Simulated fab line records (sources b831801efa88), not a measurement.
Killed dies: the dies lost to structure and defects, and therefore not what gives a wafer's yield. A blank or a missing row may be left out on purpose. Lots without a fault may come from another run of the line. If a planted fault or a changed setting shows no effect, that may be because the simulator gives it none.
Struck lot and sound lot, side by side ; flow sfq_line ; 43 out of 325 route steps
Sound: wafers L508.3, L508.5, L508.6. Struck: wafer L513.3 (left out: L513.1, L513.6 of the same lot, which were not struck); the cause appears at the end.
Per side, at each step with rows, come the tool, then ch with its chambers, and then its first start. Under that, the readings that differ: sound wafers ; struck wafers ; difference of the means ; sigmas: that difference in standard deviations of wafers without a fault.
alike: words and numbers the same on both sides, and readings whose means are apart by under 2 such deviations; not compared: readings that were withheld, readings missing a value for some wafer, numbers with overlapping values and no deviation given by the record, and bounds like >300 which may hide the same value.
A row with sigmas, a row that says differs or no value, or rows on one side alone: a step with any of these is where the two part. Numbers that don't overlap but have no deviation are shown without sigmas and don't part them. A reading that every wafer of one side lacks parts them only if that side has two wafers or more.

first, 3 steps without rows for these wafers: SFQ_TRILAYER_M5_LITHO_EXPOSE_124 (exposes mask M5, target cd 700 nm); SFQ_TRILAYER_M5_LITHO_PEB_126 (peb time 60 s); SFQ_TRILAYER_M5_LITHO_DEVELOP_125 (time 60 s).
SFQ_M5_OVL_MEAS_932:
  sound on overlay-01 at day 61 02:55; struck on overlay-01 at day 66 06:05
  alike: M5_OVL
then, 1 step without rows for these wafers: SFQ_TRILAYER_M5_BARC_OPEN_METAL_ETCH_161 (etches BARC in O2, target depth 125 nm, time 41.7 s).
SFQ_TRILAYER_M5_ETCH_METAL_ETCH_126: etches Nb in Cl2/BCl3, stops on SiO2, time 203.2 s, target depth 265 nm.
  sound on rie_metal-03 ch 0,1, day 61 03:04; struck on rie_metal-02 ch 1, day 66 06:11
  alike: drypump_motor_current_A, oes_product_au
  not compared: rf_hours_counter_h
then, 2 steps without rows for these wafers: SFQ_TRILAYER_M5_STRIP_STRIP_127 (strips in O2); SFQ_TRILAYER_M5_STRIP_SOLV_CLEAN_128 (cleans in NMP, time 600 s).
SFQ_TRILAYER_A5B_DEP_PECVD_129: deposits SiO2 from SiH4/N2O, time 133.33 s, target thk 600 nm.
  sound on pecvd-02 ch 0,1,2, day 61 03:58; struck on pecvd-03 ch 0, day 66 07:09
  alike: heater_power_w, susceptor_temp_C, throttle_valve_pct
then, 1 step without rows for these wafers: SFQ_TRILAYER_A5B_CMP_CMP_130 (polishes, stops on Nb, target thk 340.7 nm).
SFQ_TRILAYER_A5B_METRO_MEASURE_131:
  sound on film_metro-02 at day 61 09:38; struck on film_metro-04 at day 66 13:23
  alike: thk_nm
then, 1 step without rows for these wafers: SFQ_TRILAYER_R5_DEP_SPUTTER_132 (material Ti, target thk 5 nm, time 5 s).
SFQ_TRILAYER_R5_DEP_SPUTTER_133: material MoNx, target thk 40 nm, time 66.7 s.
  sound on pvd_sputter-05 at day 61 10:28; struck on pvd_sputter-05 at day 66 14:36
reading;sound;struck;difference;sigmas
chamber_pressure_pa (Pa);0.3990 0.4006 0.4010;0.3985;-0.0017;-2
model.MoNx_of_TRILAYER_R5_DEP_SPUTTER_133.thk_nm (nm);38.69 37.97 38.89;25.91;-12.61;
  alike: throttle_valve_pct
SFQ_TRILAYER_R5_DEP_SPUTTER_134: material Ti, target thk 5 nm, time 5 s.
  sound on pvd_sputter-05 at day 61 10:31; struck on pvd_sputter-05 at day 66 14:40
  alike: chamber_pressure_pa, throttle_valve_pct
SFQ_R5_RS_MEAS_933: the measuring method here is four-point-probe.
  sound on film_metro-03 at day 61 10:35; struck on film_metro-02 at day 66 14:40
reading;sound;struck;difference;sigmas
R5_MONX_RS (ohm/sq);7.30 7.40 7.27;10.56;+3.24;+33
SFQ_R5_THK_MEAS_934: measures by xrf.
  sound on film_metro-03 at day 61 10:41; struck on film_metro-02 at day 66 14:47
reading;sound;struck;difference;sigmas
R5_MONX_THK (nm);38.0 37.3 38.2;25.6;-12.2;-19
then, 6 steps without rows for these wafers: SFQ_TRILAYER_R5_LITHO_COAT_141 (resist thk 62 nm); SFQ_TRILAYER_R5_LITHO_COAT_136 (resist thk 600 nm); SFQ_TRILAYER_R5_LITHO_SOFTBAKE_140; SFQ_TRILAYER_R5_LITHO_EXPOSE_137 (exposes mask R5, target cd 500 nm); SFQ_TRILAYER_R5_LITHO_PEB_139 (peb time 60 s); SFQ_TRILAYER_R5_LITHO_DEVELOP_138 (time 60 s).
-- the record jumps here: 2 days lie between the struck wafers' starts before and after --
SFQ_R5_OVL_MEAS_935:
  sound on overlay-01 at day 64 07:44; struck on overlay-02 at day 69 01:54
reading;sound;struck;difference;sigmas
R5_OVL (nm);3 7 7;-6;-12;-2
then, 11 steps without rows for these wafers: SFQ_TRILAYER_R5_BARC_OPEN_METAL_ETCH_177 (etches BARC in O2, target depth 125 nm, time 41.7 s); SFQ_TRILAYER_R5_ETCH_METAL_ETCH_139 (etches the open film in Cl2, stops on SiO2, target depth 60 nm, time 40 s); SFQ_TRILAYER_R5_STRIP_STRIP_140 (strips in O2); SFQ_TRILAYER_R5_STRIP_SOLV_CLEAN_141 (cleans in NMP, time 600 s); SFQ_TRILAYER_A5C_DEP_PECVD_142 (deposits SiO2 from SiH4/N2O, time 15.556 s, target thk 70 nm); SFQ_TRILAYER_I5_LITHO_COAT_149 (resist thk 62 nm); SFQ_TRILAYER_I5_LITHO_COAT_144 (resist thk 650 nm); SFQ_TRILAYER_I5_LITHO_SOFTBAKE_148; SFQ_TRILAYER_I5_LITHO_EXPOSE_145 (exposes mask I5, target cd 700 nm); SFQ_TRILAYER_I5_LITHO_PEB_147 (peb time 59.16 s); SFQ_TRILAYER_I5_LITHO_DEVELOP_146 (time 60 s).
-- the record jumps here: 3 days lie between the struck wafers' starts before and after --
SFQ_I5_OVL_MEAS_936:
  sound on overlay-02 at day 68 16:46; struck on overlay-02 at day 71 19:59
  alike: I5_OVL
then, 2 steps without rows for these wafers: SFQ_TRILAYER_I5_BARC_OPEN_VIA_ETCH_200 (etches BARC in O2, target depth 125 nm, time 41.7 s); SFQ_TRILAYER_I5_ETCH_VIA_ETCH_147 (etches the open film in CHF3, stops on Nb, target depth 360 nm).
SFQ_TRILAYER_I5_STRIP_STRIP_148: strips in O2.
  sound on rie_metal-03 ch 0,1, day 68 17:11; struck on rie_metal-04 ch 0, day 71 20:13
  alike: drypump_motor_current_A, oes_product_au
  not compared: rf_hours_counter_h
then, 4 steps without rows for these wafers: SFQ_TRILAYER_I5_STRIP_SOLV_CLEAN_149 (cleans in NMP, time 600 s); SFQ_TRILAYER_C5_LITHO_COAT_156 (resist thk 62 nm); SFQ_TRILAYER_C5_LITHO_COAT_151 (resist thk 650 nm); SFQ_TRILAYER_C5_LITHO_SOFTBAKE_155.
-- the record jumps here: 11 days lie between the struck wafers' starts before and after --
SFQ_M8_BOW_MEAS_951:
  sound on film_metro-03 at day 78 13:14; struck on film_metro-04 at day 83 05:09
reading;sound;struck;difference;sigmas
model.etest.r5.ohm_um;14.49 14.77 14.51;21.74;+7.15;
model.etest.r5.ohm_sq;7.275 7.414 7.237;10.87;+3.56;
model.etest.c5.link_ohm;8.223 8.376 8.181;11.83;+3.57;
  alike: M8_BOW

WHERE THEY PART
Last at SFQ_R5_OVL_MEAS_935 as far as this record goes, first at SFQ_TRILAYER_R5_DEP_SPUTTER_133. Later steps at which nothing parts them and some readings are alike: SFQ_I5_OVL_MEAS_936, SFQ_TRILAYER_I5_STRIP_STRIP_148, SFQ_M8_BOW_MEAS_951.

WHY: whatever the simulator had introduced
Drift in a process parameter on pvd_sputter-05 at SFQ_TRILAYER_R5_DEP_SPUTTER_133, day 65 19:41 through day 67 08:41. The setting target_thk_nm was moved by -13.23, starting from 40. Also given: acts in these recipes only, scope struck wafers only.
